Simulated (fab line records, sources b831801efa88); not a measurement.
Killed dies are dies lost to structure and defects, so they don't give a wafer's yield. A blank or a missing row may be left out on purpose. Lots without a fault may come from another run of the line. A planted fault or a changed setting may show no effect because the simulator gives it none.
Which tool did it? | flow gf180mcu | 11 lots, 33 wafers sampled, at 6 steps of a route of 602

WHAT THE GAUGES READ, wafer by wafer
GF_M2_THK_MEAS_06: measures by xrf. Usual: M2_ALCU_THK 437 nm, standard deviation 4.7.
lot  | measured     | on            | M2_ALCU_THK (nm) | flag
L337 | day 18 11:58 | film_metro-03 | 434 432 436      |
L338 | day 18 23:32 | film_metro-02 | 434 432 436      |
L340 | day 19 21:22 | film_metro-02 | 436 436 436      |
L341 | day 19 23:32 | film_metro-04 | 442 442 442      |
L342 | day 20 10:44 | film_metro-03 | 441 436 439      |
L343 | day 20 21:55 | film_metro-03 | 440 438 439      |
L344 | day 21 05:21 | film_metro-03 | 441 444 445      |
L353 | day 24 04:50 | film_metro-04 | 436 439 438      |
L355 | day 25 02:34 | film_metro-02 | 433 428 432      |
L356 | day 25 05:46 | film_metro-03 | 433 433 433      |
L359 | day 26 04:42 | film_metro-03 | 440 444 438      |

GF_M3_RS_MEAS_05: measures by four-point-probe. Usual: M3_ALCU_RS 0.0694 ohm/sq, standard deviation 0.0007.
lot  | measured     | on            | M3_ALCU_RS (ohm/sq)  | flag
L337 | day 20 14:47 | film_metro-04 | 0.0693 0.0690 0.0688 |
L338 | day 21 02:59 | film_metro-03 | 0.0683 0.0681 0.0687 |
L340 | day 22 00:51 | film_metro-03 | 0.0680 0.0680 0.0679 |
L341 | day 22 02:49 | film_metro-01 | 0.0703 0.0692 0.0697 |
L342 | day 22 13:28 | film_metro-04 | 0.0691 0.0692 0.0696 |
L343 | day 22 23:41 | film_metro-03 | 0.0727 0.0684 0.0693 |
L344 | day 23 06:37 | film_metro-01 | 0.0694 0.0726 0.0725 |
L353 | day 26 03:21 | film_metro-04 | 0.0688 0.0690 0.0686 |
L355 | day 26 23:11 | film_metro-04 | 0.0699 0.0707 0.0696 |
L356 | day 27 01:46 | film_metro-03 | 0.0694 0.0699 0.0696 |
L359 | day 28 00:14 | film_metro-03 | 0.0694 0.0695 0.0687 |

GF_M3_THK_MEAS_06: measures by xrf. Usual: M3_ALCU_THK 443 nm, standard deviation 4.8.
lot  | measured     | on            | M3_ALCU_THK (nm) | flag
L337 | day 20 14:52 | film_metro-04 | 444 446 450      |
L338 | day 21 03:06 | film_metro-03 | 448 448 442      |
L340 | day 22 00:58 | film_metro-03 | 446 445 447      |
L341 | day 22 02:55 | film_metro-01 | 437 442 441      |
L342 | day 22 13:34 | film_metro-04 | 448 448 445      |
L343 | day 22 23:49 | film_metro-03 | 423 444 439      |
L344 | day 23 06:44 | film_metro-01 | 444 425 427      |
L353 | day 26 03:28 | film_metro-04 | 446 446 449      |
L355 | day 26 23:19 | film_metro-04 | 443 439 447      |
L356 | day 27 01:52 | film_metro-03 | 441 437 439      |
L359 | day 28 00:20 | film_metro-03 | 438 437 442      |

WHICH TOOL RAN EACH LOT (tool, then ch and the chambers of the sampled wafers, then the start)
lot  | GF_M2_STRIP_17                       | GF_V2_ETCH_16                      | GF_M3_SPUTTER_02
L337 | plasma_asher-02 ch 0,1, day 19 12:04 | rie_diel-04 ch 0,2,3, day 20 13:09 | pvd_sputter-02, day 20 14:38
L338 | plasma_asher-03 ch 0,1, day 20 00:19 | rie_diel-04 ch 0,1,2, day 21 01:25 | pvd_sputter-02, day 21 02:53
L340 | plasma_asher-04 ch 0,1, day 20 21:52 | rie_diel-03 ch 0,1,3, day 21 23:17 | pvd_sputter-02, day 22 00:46
L341 | plasma_asher-02 ch 0,1, day 20 23:30 | rie_diel-03 ch 0,3, day 22 01:13   | pvd_sputter-01, day 22 02:42
L342 | plasma_asher-04 ch 0,1, day 21 10:43 | rie_diel-04 ch 0,1,3, day 22 11:50 | pvd_sputter-01, day 22 13:20
L343 | plasma_asher-04 ch 1, day 21 21:46   | rie_diel-03 ch 0,1, day 22 22:07   | pvd_sputter-01, day 22 23:36
L344 | plasma_asher-04 ch 0,1, day 22 05:13 | rie_diel-02 ch 1,2,3, day 23 05:01 | pvd_sputter-01, day 23 06:31
L353 | plasma_asher-04 ch 0,1, day 25 02:43 | rie_diel-03 ch 1,3, day 26 01:43   | pvd_sputter-02, day 26 03:14
L355 | plasma_asher-02 ch 0,1, day 25 23:48 | rie_diel-03 ch 0,3, day 26 21:37   | pvd_sputter-02, day 26 23:06
L356 | plasma_asher-03 ch 0,1, day 26 02:25 | rie_diel-02 ch 2,3, day 27 00:10   | pvd_sputter-02, day 27 01:39
L359 | plasma_asher-03 ch 0,1, day 27 01:09 | rie_diel-02 ch 1,2,3, day 27 22:36 | pvd_sputter-03, day 28 00:05
- GF_M2_STRIP_17: strips in O2/N2.
- GF_V2_ETCH_16: etches BARC in N2/H2.
- GF_M3_SPUTTER_02: material AlCu, target thk 450 nm, time 23.9 s.

WHAT THE TOOLS THEMSELVES READ (means of the sampled wafers that have a number; where no wafer has one, the mark that the record gives instead)
GF_M2_STRIP_17. Usual: drypump_motor_current_A 5.8 A, standard deviation 0.37; heater_power_w 360 W, standard deviation 32; o2_flow_sccm 2999 sccm, standard deviation 8.9; oes_product_au 0.558 a.u., standard deviation 0.0049; strip_time_to_endpoint_s 7.86 s, standard deviation 0.036.
lot  | tool            | drypump_motor_current_A (A) | heater_power_w (W) | o2_flow_sccm (sccm) | oes_product_au (a.u.) | strip_time_to_endpoint_s (s) | flag
L337 | plasma_asher-02 | 5.9                         | 363                | 3001                | 0.559                 | 7.90                         |
L338 | plasma_asher-03 | 5.7                         | 380                | 3011                | 0.554                 | 7.85                         |
L340 | plasma_asher-04 | 6.1                         | 328                | 2994                | 0.558                 | 7.88                         |
L341 | plasma_asher-02 | 5.9                         | 359                | 3007                | 0.555                 | 7.79                         |
L342 | plasma_asher-04 | 6.0                         | 342                | 2988                | 0.555                 | 7.88                         |
L343 | plasma_asher-04 | 6.1                         | 331                | 3001                | 0.559                 | 7.89                         |
L344 | plasma_asher-04 | 6.1                         | 328                | 2987                | 0.562                 | 7.85                         |
L353 | plasma_asher-04 | 6.1                         | 332                | 3004                | 0.562                 | 7.85                         |
L355 | plasma_asher-02 | 5.8                         | 387                | 3005                | 0.558                 | 7.91                         |
L356 | plasma_asher-03 | 5.6                         | 373                | 2998                | 0.565                 | 7.87                         |
L359 | plasma_asher-03 | 5.3                         | 391                | 2994                | 0.557                 | 7.87                         |

GF_V2_ETCH_16. Usual: drypump_motor_current_A 5.9 A, standard deviation 0.49; oes_product_au 0.855 a.u., standard deviation 0.0045; throttle_valve_pct 13.225 %, standard deviation 0.0092.
lot  | tool        | drypump_motor_current_A (A) | oes_product_au (a.u.) | throttle_valve_pct (%) | flag
L337 | rie_diel-04 | 6.1                         | 0.851                 | 13.216                 |
L338 | rie_diel-04 | 6.3                         | 0.855                 | 13.221                 |
L340 | rie_diel-03 | 6.0                         | 0.854                 | 13.228                 |
L341 | rie_diel-03 | 5.8                         | 0.853                 | 13.225                 |
L342 | rie_diel-04 | 5.8                         | 0.853                 | 13.232                 |
L343 | rie_diel-03 | 6.5                         | 0.855                 | 13.222                 |
L344 | rie_diel-02 | 5.9                         | 0.855                 | 13.222                 |
L353 | rie_diel-03 | 5.7                         | 0.856                 | 13.225                 |
L355 | rie_diel-03 | 5.8                         | 0.858                 | 13.230                 |
L356 | rie_diel-02 | 5.9                         | 0.858                 | 13.224                 |
L359 | rie_diel-02 | 5.9                         | 0.854                 | 13.224                 |

GF_M3_SPUTTER_02. Usual: chamber_pressure_pa 0.4000 Pa, standard deviation 0.00088; throttle_valve_pct 30.4 %, standard deviation 0.73.
lot  | tool           | chamber_pressure_pa (Pa) | throttle_valve_pct (%) | flag
L337 | pvd_sputter-02 | 0.3998                   | 29.9                   |
L338 | pvd_sputter-02 | 0.4004                   | 30.3                   |
L340 | pvd_sputter-02 | 0.3995                   | 30.2                   |
L341 | pvd_sputter-01 | 0.4000                   | 30.1                   |
L342 | pvd_sputter-01 | 0.4008                   | 29.5                   |
L343 | pvd_sputter-01 | 0.4223                   | 28.9                   | OFF
L344 | pvd_sputter-01 | 0.4435                   | 28.9                   | OFF
L353 | pvd_sputter-02 | 0.4010                   | 30.0                   |
L355 | pvd_sputter-02 | 0.3994                   | 29.5                   |
L356 | pvd_sputter-02 | 0.3998                   | 29.7                   |
L359 | pvd_sputter-03 | 0.4006                   | 31.2                   |

THE ANSWER, worked out from the rows above alone
Rule: a lot is off if the mean of its wafers that have a number lies more than 3 standard deviations from the usual mean. A lot without any number at a reading at which 4 lots or more have one is off too. The other lots that the step has rows for count as sound. The gauges are gone through in route order, then the tools' own readings, and for those a lot's mean is taken as printed above. The first step at which some lot is off is used, and at that step the reading that is off furthest; a lot without a number counts as furthest.
Off: L343, L344, at GF_M3_SPUTTER_02 (chamber_pressure_pa).
A tool fits if, at that step or a process step before it, it ran every lot that is off, and no sound lot after the first of them. One fits: pvd_sputter-01 at GF_M3_SPUTTER_02. Its last sound lot is L342 (day 22 13:20), its first lot that is off L343 (day 22 23:36): a fault that began between those two fits.
The tool's own readings at GF_M3_SPUTTER_02 bear it out: on the lots that are off they differ by more than 5 times the standard deviation of the sound lots' means. chamber_pressure_pa reads 0.4329 Pa there against 0.4001 Pa on the sound lots.

WHAT THE SIMULATOR HAD PUT IN
Process parameter drift: pvd_sputter-01, from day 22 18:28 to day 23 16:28, at GF_M3_SPUTTER_02. Setting chamber_pressure_pa, moved by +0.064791, from 0.4. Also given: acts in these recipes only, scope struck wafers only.
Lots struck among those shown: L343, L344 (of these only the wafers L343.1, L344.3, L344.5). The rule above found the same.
